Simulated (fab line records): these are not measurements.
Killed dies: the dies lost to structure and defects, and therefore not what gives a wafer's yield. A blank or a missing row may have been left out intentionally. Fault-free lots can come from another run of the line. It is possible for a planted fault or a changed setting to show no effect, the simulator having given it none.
Comparing a struck lot with a sound one    flow sky130    16 steps out of a route of 708
Sound: these wafers, L955.2, L955.5, L955.6. Struck: wafer L943.4 (left out: L943.2, L943.3 of the same lot, which were not struck); the cause appears at the end.
Each step with rows lists, per side, the tool, then ch with its chambers, then its first start. Under that, the readings that differ: sound wafers    struck wafers    difference of the means    sigmas: that difference in standard deviations of wafers without a fault.
alike: a reading whose means differ by less than 2 such deviations, as well as words and numbers matching on both sides. not compared: withheld readings; readings where some wafer has no value; bounds like >300 that might hide an equal value; numbers whose values overlap and for which the record gives no deviation.
A row with sigmas, a row that says differs or no value, or rows on one side alone: a step with any of these is where the two part. When numbers do not overlap yet have no deviation, they are printed without sigmas and do not part them. Lack of a reading on every wafer of one side parts them only where that side has two or more wafers.

SKY_METAL5_SPUTTER_03: material Ti, target thk 5 nm, time 3.3 s.
  struck on pvdSputter-03, day 45 11:01; sound on pvdSputter-03, day 47 16:46
  alike: throttleValvePct
SKY_METAL5_SPUTTER_04: material TiN, target thk 70 nm, time 58.3 s.
  struck on pvdSputter-03, day 45 11:02; sound on pvdSputter-03, day 47 16:47
  alike: throttleValvePct
SKY_METAL5_RS_MEAS_05: the measuring method here is four-point-probe.
  struck on filmMetro-04, day 45 11:07; sound on filmMetro-04, day 47 16:52
  alike: METAL5_ALCU_RS
SKY_METAL5_THK_MEAS_06: measures by xrf.
  struck on filmMetro-04, day 45 11:13; sound on filmMetro-04, day 47 16:58
  alike: METAL5_ALCU_THK
then, 7 steps without rows for these wafers: SKY_METAL5_DEHYDRATE_07 (time 60 s); SKY_METAL5_HMDS_08 (prime time 60 s); SKY_METAL5_COAT_09 (resist thk 1800 nm); SKY_METAL5_SOFTBAKE_10 (time 60 s); SKY_METAL5_EXPOSE_11 (exposes mask MM5, target cd 1600 nm); SKY_METAL5_PEB_12; SKY_METAL5_DEVELOP_13 (develop time 60 s).
SKY_METAL5_DESCUM_14: chemistry O2, time 11 s.
  sound on rieMetal-02 ch 0,1, day 48 11:56; struck on rieMetal-01 ch 0, day 46 07:29
reading              sound              struck  difference  sigmas
oesProductAu (a.u.)  1.012 1.019 1.014  0.994   -0.021      -2
  alike: drypumpMotorCurrentA
  not compared: rfHoursCounterH
SKY_METAL5_METAL_ETCH_15: etches the open film in Cl2/BCl3, stops on SiO2, target depth 1260 nm, time 252 s.
  sound on rieMetal-02 ch 0,1, day 48 11:58; struck on rieMetal-01 ch 0, day 46 07:31
reading                                     sound              struck  difference  sigmas
oesProductAu (a.u.)                         0.896 0.901 0.894  0.854   -0.043      -8
runLengthS (s)                              280.3 280.3 279.7  298.6   +18.5       +49
model.NOVOLAK_of_METAL5_COAT_09.thkNm (nm)  1025 1030 1028     987     -41         
  alike: drypumpMotorCurrentA, throttleValvePct
  not compared: rfHoursCounterH
SKY_METAL5_STRIP_16: strips in O2/N2.
  sound on plasmaAsher-02 ch 0,1, day 48 12:12; struck on plasmaAsher-04 ch 0, day 46 07:45
reading                   sound              struck  difference  sigmas
stripTimeToEndpointS (s)  12.96 13.02 12.99  12.58   -0.41       -3
  alike: drypumpMotorCurrentA, oesProductAu
  not compared: rfHoursCounterH
then, 1 step without rows for these wafers: SKY_METAL5_STRIP_17 (strips in post etch residue remover, time 1200 s).
SKY_PAD_OPEN_PROBE_99:
  struck on prober-01, day 48 04:11; sound on prober-01, day 50 02:34
reading          sound  struck  difference  sigmas
killed_at_M4_up  0 4 0  6       +5          +3
  alike: defectLimitedYield, killed_at_M0_to_M3, killedAtContacts, killedAtFrontEnd, killedAtOther, killedDies, killedOpen, killedShort, sort_bin_3_pad_short, sort_bin_5_function, sort_bin_6_memory, sortNPass, sortYieldPct

WHERE THEY PART
Last at SKY_PAD_OPEN_PROBE_99 as far as this record goes, first at SKY_METAL5_DESCUM_14.

WHY: what the simulator had put in
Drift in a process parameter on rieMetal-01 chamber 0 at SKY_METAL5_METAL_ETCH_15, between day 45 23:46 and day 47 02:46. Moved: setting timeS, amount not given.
